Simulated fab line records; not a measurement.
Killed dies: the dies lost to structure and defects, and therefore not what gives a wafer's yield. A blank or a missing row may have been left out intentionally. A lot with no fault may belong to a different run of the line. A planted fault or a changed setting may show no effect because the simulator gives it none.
Which of the tools did it?    flow gf180mcu    17 wafers from 6 lots sampled at 2 of the route's 602 steps

WHAT THE GAUGES SHOWED, per wafer
GF_TOP_METAL_THK_MEAS_06: measures by xrf.
lot   measured      on             TOP_METAL_ALCU_THK (nm)
L308  day 28 00:56  film_metro-03  897 898 905
L310  day 28 17:37  film_metro-03  897 907 903
L314  day 30 03:13  film_metro-04  898 898 901
L316  day 30 17:53  film_metro-02  883 885 874
L320  day 32 00:39  film_metro-04  883 894 894
L322  day 32 12:48  film_metro-04  919 921

WHICH TOOL RAN EACH LOT (tool, then ch and the chambers of the sampled wafers, then the start)
lot   GF_V5_SPUTTER_22
L308  pvd_sputter-03, day 27 23:57
L310  pvd_sputter-03, day 28 16:31
L314  pvd_sputter-04, day 30 02:15
L316  pvd_sputter-03, day 30 16:54
L320  pvd_sputter-03, day 31 23:40
L322  pvd_sputter-03, day 32 11:49
- GF_V5_SPUTTER_22: material TiN, target thk 10 nm, time 40 s.

THE ANSWER, worked out from the rows above alone
Rule: the usual values come from the lots themselves. The widest of any qualifying gaps counts: lots, ordered by their means at a reading, are off when they make up no more than a third of the lots, leave a main group of 4 or more, and stand apart from it by 3 or more times the standard deviation of that group's means. If all means in a main group match to the digits the tables above print for the reading, that group is not used. A lot without any number at a reading at which 4 lots or more have one is off too. Any other lot the step has rows for is counted as sound.
No lot is off on any of the readings shown, so nothing can be concluded from this.

WHAT THE SIMULATOR HAD INSERTED
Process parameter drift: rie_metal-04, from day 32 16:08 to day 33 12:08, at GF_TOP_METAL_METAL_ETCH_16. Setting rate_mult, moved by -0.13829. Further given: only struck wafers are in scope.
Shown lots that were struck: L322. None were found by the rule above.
